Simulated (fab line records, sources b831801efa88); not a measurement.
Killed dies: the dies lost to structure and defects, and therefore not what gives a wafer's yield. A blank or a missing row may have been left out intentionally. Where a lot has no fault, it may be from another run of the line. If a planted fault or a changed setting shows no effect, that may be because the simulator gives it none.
Which tool was responsible? || flow sky130 || 13 lots with 39 wafers sampled at 5 steps, on a route of 708 steps

== WHAT EACH GAUGE READ, for each wafer ==
SKY_LDD_P_CD_MEAS_07: the cd target is 380 nm. Usual: cd-nm reads 379.9 nm (standard deviation 2).
{"lot": "L745", "measured": "day 19 09:57", "on": "cd-sem-02", "cd-nm (nm)": "380.0 378.2 379.8", "flag": ""}
{"lot": "L746", "measured": "day 20 05:26", "on": "cd-sem-01", "cd-nm (nm)": "379.8 383.5 380.9", "flag": ""}
{"lot": "L748", "measured": "day 20 21:28", "on": "cd-sem-01", "cd-nm (nm)": "382.4 377.1 382.5", "flag": ""}
{"lot": "L749", "measured": "day 21 05:14", "on": "cd-sem-01", "cd-nm (nm)": "379.9 382.1 381.2", "flag": ""}
{"lot": "L752", "measured": "day 22 13:47", "on": "cd-sem-02", "cd-nm (nm)": "379.1 380.3 376.8", "flag": ""}
{"lot": "L754", "measured": "day 22 15:01", "on": "cd-sem-01", "cd-nm (nm)": "380.3 382.1 382.4", "flag": ""}
{"lot": "L755", "measured": "day 22 20:05", "on": "cd-sem-02", "cd-nm (nm)": "377.3 377.6 380.9", "flag": ""}
{"lot": "L760", "measured": "day 25 03:37", "on": "cd-sem-02", "cd-nm (nm)": "378.2 375.4 376.3", "flag": ""}
{"lot": "L762", "measured": "day 26 00:47", "on": "cd-sem-01", "cd-nm (nm)": "382.2 378.4 379.9", "flag": ""}
{"lot": "L763", "measured": "day 26 06:27", "on": "cd-sem-01", "cd-nm (nm)": "379.3 378.6 378.6", "flag": ""}
{"lot": "L764", "measured": "day 26 09:42", "on": "cd-sem-01", "cd-nm (nm)": "379.6 381.1 380.3", "flag": ""}
{"lot": "L766", "measured": "day 27 12:25", "on": "cd-sem-01", "cd-nm (nm)": "379.1 379.8 379.7", "flag": ""}
{"lot": "L767", "measured": "day 27 18:32", "on": "cd-sem-02", "cd-nm (nm)": "378.9 382.1 382.6", "flag": ""}

SKY_LDD_HVN_OVL_MEAS_07. Usual: LDD_HVN_OVL gives -0.7 nm (standard deviation 1.3).
{"lot": "L745", "measured": "day 20 18:01", "on": "overlay-01", "LDD_HVN_OVL (nm)": "-0.3 1.0 -1.4", "flag": ""}
{"lot": "L746", "measured": "day 21 12:57", "on": "overlay-01", "LDD_HVN_OVL (nm)": "-0.9 -3.1 -1.8", "flag": ""}
{"lot": "L748", "measured": "day 22 04:27", "on": "overlay-02", "LDD_HVN_OVL (nm)": "0.3 -0.6 -0.7", "flag": ""}
{"lot": "L749", "measured": "day 22 12:38", "on": "overlay-02", "LDD_HVN_OVL (nm)": "-0.1 1.7 0.4", "flag": ""}
{"lot": "L752", "measured": "day 23 20:15", "on": "overlay-01", "LDD_HVN_OVL (nm)": "0.2 2.1 1.3", "flag": ""}
{"lot": "L754", "measured": "day 23 21:25", "on": "overlay-01", "LDD_HVN_OVL (nm)": "-0.5 -0.7 -1.5", "flag": ""}
{"lot": "L755", "measured": "day 24 02:06", "on": "overlay-01", "LDD_HVN_OVL (nm)": "-1.0 -0.3 -1.2", "flag": ""}
{"lot": "L760", "measured": "day 26 09:53", "on": "overlay-02", "LDD_HVN_OVL (nm)": "-0.9 0.4 -0.2", "flag": ""}
{"lot": "L762", "measured": "day 27 05:11", "on": "overlay-01", "LDD_HVN_OVL (nm)": "-0.3 -0.6 0.1", "flag": ""}
{"lot": "L763", "measured": "day 27 11:30", "on": "overlay-01", "LDD_HVN_OVL (nm)": "0.0 -0.6 1.3", "flag": ""}
{"lot": "L764", "measured": "day 27 14:48", "on": "overlay-01", "LDD_HVN_OVL (nm)": "-2.2 -1.2 -2.3", "flag": ""}
{"lot": "L766", "measured": "day 28 16:58", "on": "overlay-02", "LDD_HVN_OVL (nm)": "-0.3 0.1 -2.0", "flag": ""}
{"lot": "L767", "measured": "day 28 23:41", "on": "overlay-01", "LDD_HVN_OVL (nm)": "-2.3 -3.2 -1.0", "flag": ""}

SKY_LDD_HVP_TW_MEAS_10. Usual: LDD_HVP_TW gives 460.6 (standard deviation 1.8).
{"lot": "L745", "measured": "day 22 00:36", "on": "film-metro-02", "LDD_HVP_TW": "459.3 458.6 461.9", "flag": ""}
{"lot": "L746", "measured": "day 22 20:14", "on": "film-metro-03", "LDD_HVP_TW": "457.8 462.0 459.1", "flag": ""}
{"lot": "L748", "measured": "day 23 11:28", "on": "film-metro-02", "LDD_HVP_TW": "462.7 458.9 459.4", "flag": ""}
{"lot": "L749", "measured": "day 23 19:47", "on": "film-metro-03", "LDD_HVP_TW": "460.7 459.3 459.8", "flag": ""}
{"lot": "L752", "measured": "day 25 02:19", "on": "film-metro-01", "LDD_HVP_TW": "495.0 491.6 494.6", "flag": "OFF"}
{"lot": "L754", "measured": "day 25 03:35", "on": "film-metro-02", "LDD_HVP_TW": "494.0 496.4 492.7", "flag": "OFF"}
{"lot": "L755", "measured": "day 25 08:22", "on": "film-metro-02", "LDD_HVP_TW": "460.6 464.3 460.2", "flag": ""}
{"lot": "L760", "measured": "day 27 15:17", "on": "film-metro-03", "LDD_HVP_TW": "461.8 459.9 464.1", "flag": ""}
{"lot": "L762", "measured": "day 28 10:40", "on": "film-metro-01", "LDD_HVP_TW": "462.0 461.7 461.6", "flag": ""}
{"lot": "L763", "measured": "day 28 15:32", "on": "film-metro-01", "LDD_HVP_TW": "460.6 459.7 461.9", "flag": ""}
{"lot": "L764", "measured": "day 28 19:17", "on": "film-metro-02", "LDD_HVP_TW": "462.7 463.0 464.1", "flag": ""}
{"lot": "L766", "measured": "day 29 22:02", "on": "film-metro-01", "LDD_HVP_TW": "460.7 459.3 459.5", "flag": ""}
{"lot": "L767", "measured": "day 30 05:22", "on": "film-metro-02", "LDD_HVP_TW": "460.0 462.8 460.8", "flag": ""}

SKY_LDD_LDN_OVL_MEAS_07. Usual: LDD_LDN_OVL gives 1.7 nm (standard deviation 1.1).
{"lot": "L745", "measured": "day 23 07:12", "on": "overlay-02", "LDD_LDN_OVL (nm)": "0.6 1.6 -0.3", "flag": ""}
{"lot": "L746", "measured": "day 24 02:11", "on": "overlay-02", "LDD_LDN_OVL (nm)": "1.8 2.7 2.7", "flag": ""}
{"lot": "L748", "measured": "day 24 17:29", "on": "overlay-02", "LDD_LDN_OVL (nm)": "3.1 2.6 1.8", "flag": ""}
{"lot": "L749", "measured": "day 25 01:05", "on": "overlay-01", "LDD_LDN_OVL (nm)": "1.9 2.7 2.2", "flag": ""}
{"lot": "L752", "measured": "day 26 08:02", "on": "overlay-01", "LDD_LDN_OVL (nm)": "0.7 1.4 0.8", "flag": ""}
{"lot": "L754", "measured": "day 26 09:29", "on": "overlay-01", "LDD_LDN_OVL (nm)": "2.4 1.8 2.1", "flag": ""}
{"lot": "L755", "measured": "day 26 14:08", "on": "overlay-01", "LDD_LDN_OVL (nm)": "4.0 2.3 2.1", "flag": ""}
{"lot": "L760", "measured": "day 28 19:26", "on": "overlay-02", "LDD_LDN_OVL (nm)": "2.7 2.4 1.8", "flag": ""}
{"lot": "L762", "measured": "day 29 15:23", "on": "overlay-01", "LDD_LDN_OVL (nm)": "1.0 3.4 1.3", "flag": ""}
{"lot": "L763", "measured": "day 29 19:44", "on": "overlay-02", "LDD_LDN_OVL (nm)": "2.5 2.5 2.7", "flag": ""}
{"lot": "L764", "measured": "day 29 23:38", "on": "overlay-02", "LDD_LDN_OVL (nm)": "2.3 0.9 1.9", "flag": ""}
{"lot": "L766", "measured": "day 31 01:35", "on": "overlay-01", "LDD_LDN_OVL (nm)": "0.4 2.1 1.0", "flag": ""}
{"lot": "L767", "measured": "day 31 08:38", "on": "overlay-01", "LDD_LDN_OVL (nm)": "2.5 0.2 1.3", "flag": ""}

== TOOL THAT RAN EACH LOT (tool first, then ch and the chambers of the sampled wafers, then the start) ==
{"lot": "L745", "SKY_LDD_HVP_IMPLANT_08": "implanter-04 ch 0, day 22 00:23"}
{"lot": "L746", "SKY_LDD_HVP_IMPLANT_08": "implanter-04 ch 0, day 22 19:59"}
{"lot": "L748", "SKY_LDD_HVP_IMPLANT_08": "implanter-04 ch 0, day 23 11:14"}
{"lot": "L749", "SKY_LDD_HVP_IMPLANT_08": "implanter-01 ch 0, day 23 19:32"}
{"lot": "L752", "SKY_LDD_HVP_IMPLANT_08": "implanter-04 ch 0, day 25 02:05"}
{"lot": "L754", "SKY_LDD_HVP_IMPLANT_08": "implanter-04 ch 0, day 25 03:20"}
{"lot": "L755", "SKY_LDD_HVP_IMPLANT_08": "implanter-01 ch 0, day 25 08:07"}
{"lot": "L760", "SKY_LDD_HVP_IMPLANT_08": "implanter-02 ch 0, day 27 15:04"}
{"lot": "L762", "SKY_LDD_HVP_IMPLANT_08": "implanter-02 ch 0, day 28 10:25"}
{"lot": "L763", "SKY_LDD_HVP_IMPLANT_08": "implanter-01 ch 0, day 28 15:17"}
{"lot": "L764", "SKY_LDD_HVP_IMPLANT_08": "implanter-04 ch 0, day 28 19:02"}
{"lot": "L766", "SKY_LDD_HVP_IMPLANT_08": "implanter-04 ch 0, day 29 21:47"}
{"lot": "L767", "SKY_LDD_HVP_IMPLANT_08": "implanter-01 ch 0, day 30 05:07"}
- SKY_LDD_HVP_IMPLANT_08

== WHAT THE TOOLS THEMSELVES READ (means of the sampled wafers that have a number; where no wafer has one, the mark that the record gives instead) ==
SKY_LDD_HVP_IMPLANT_08. Usual: beam-on-s 9.99 s, standard deviation 0.2; end-station-pressure-torr 5.02e-06 Torr, standard deviation 2.6e-07; faraday-current-uA 95.9, standard deviation 1.9.
{"lot": "L745", "tool": "implanter-04", "beam-on-s (s)": 10.03, "end-station-pressure-torr (Torr)": 4.95e-06, "faraday-current-uA": 95.6, "flag": ""}
{"lot": "L746", "tool": "implanter-04", "beam-on-s (s)": 10.00, "end-station-pressure-torr (Torr)": 4.84e-06, "faraday-current-uA": 95.5, "flag": ""}
{"lot": "L748", "tool": "implanter-04", "beam-on-s (s)": 10.08, "end-station-pressure-torr (Torr)": 5.00e-06, "faraday-current-uA": 94.9, "flag": ""}
{"lot": "L749", "tool": "implanter-01", "beam-on-s (s)": 10.09, "end-station-pressure-torr (Torr)": 5.03e-06, "faraday-current-uA": 94.9, "flag": ""}
{"lot": "L752", "tool": "implanter-04", "beam-on-s (s)": 12.94, "end-station-pressure-torr (Torr)": 1.23e-04, "faraday-current-uA": 74.8, "flag": "OFF"}
{"lot": "L754", "tool": "implanter-04", "beam-on-s (s)": 12.77, "end-station-pressure-torr (Torr)": 1.17e-04, "faraday-current-uA": 75.8, "flag": "OFF"}
{"lot": "L755", "tool": "implanter-01", "beam-on-s (s)": 9.78, "end-station-pressure-torr (Torr)": 5.24e-06, "faraday-current-uA": 97.8, "flag": ""}
{"lot": "L760", "tool": "implanter-02", "beam-on-s (s)": 9.76, "end-station-pressure-torr (Torr)": 5.01e-06, "faraday-current-uA": 98.0, "flag": ""}
{"lot": "L762", "tool": "implanter-02", "beam-on-s (s)": 9.76, "end-station-pressure-torr (Torr)": 5.31e-06, "faraday-current-uA": 98.4, "flag": ""}
{"lot": "L763", "tool": "implanter-01", "beam-on-s (s)": 9.98, "end-station-pressure-torr (Torr)": 5.07e-06, "faraday-current-uA": 96.1, "flag": ""}
{"lot": "L764", "tool": "implanter-04", "beam-on-s (s)": 9.95, "end-station-pressure-torr (Torr)": 5.08e-06, "faraday-current-uA": 96.0, "flag": ""}
{"lot": "L766", "tool": "implanter-04", "beam-on-s (s)": 9.90, "end-station-pressure-torr (Torr)": 5.08e-06, "faraday-current-uA": 96.6, "flag": ""}
{"lot": "L767", "tool": "implanter-01", "beam-on-s (s)": 10.08, "end-station-pressure-torr (Torr)": 5.18e-06, "faraday-current-uA": 95.0, "flag": ""}

== THE ANSWER, worked out from the rows above alone ==
Rule: take the mean of a lot's wafers that have a number; if it is more than 3 standard deviations from the usual mean, the lot is off. Also off: a lot with no number at a reading for which 4 or more lots have one. The other lots that the step has rows for count as sound. Order of review: gauges by route order, followed by the tools' own readings, for which a lot's mean as printed above is used. The first step at which some lot is off is used, and at that step the reading that is off furthest; a lot without a number counts as furthest.
Off: L752, L754, seen at SKY_LDD_HVP_TW_MEAS_10 (LDD_HVP_TW).
If a tool, at a process step before that reading, ran all the lots that are off and no sound lot after the first of them, it fits. The gauges at SKY_LDD_HVP_TW_MEAS_10 aren't tried: what is off there is off at SKY_LDD_HVP_IMPLANT_08 too, on other tools, and a gauge's error can't cause that. Not one of the candidates tried fits.

== WHAT THE SIMULATOR HAD PUT IN ==
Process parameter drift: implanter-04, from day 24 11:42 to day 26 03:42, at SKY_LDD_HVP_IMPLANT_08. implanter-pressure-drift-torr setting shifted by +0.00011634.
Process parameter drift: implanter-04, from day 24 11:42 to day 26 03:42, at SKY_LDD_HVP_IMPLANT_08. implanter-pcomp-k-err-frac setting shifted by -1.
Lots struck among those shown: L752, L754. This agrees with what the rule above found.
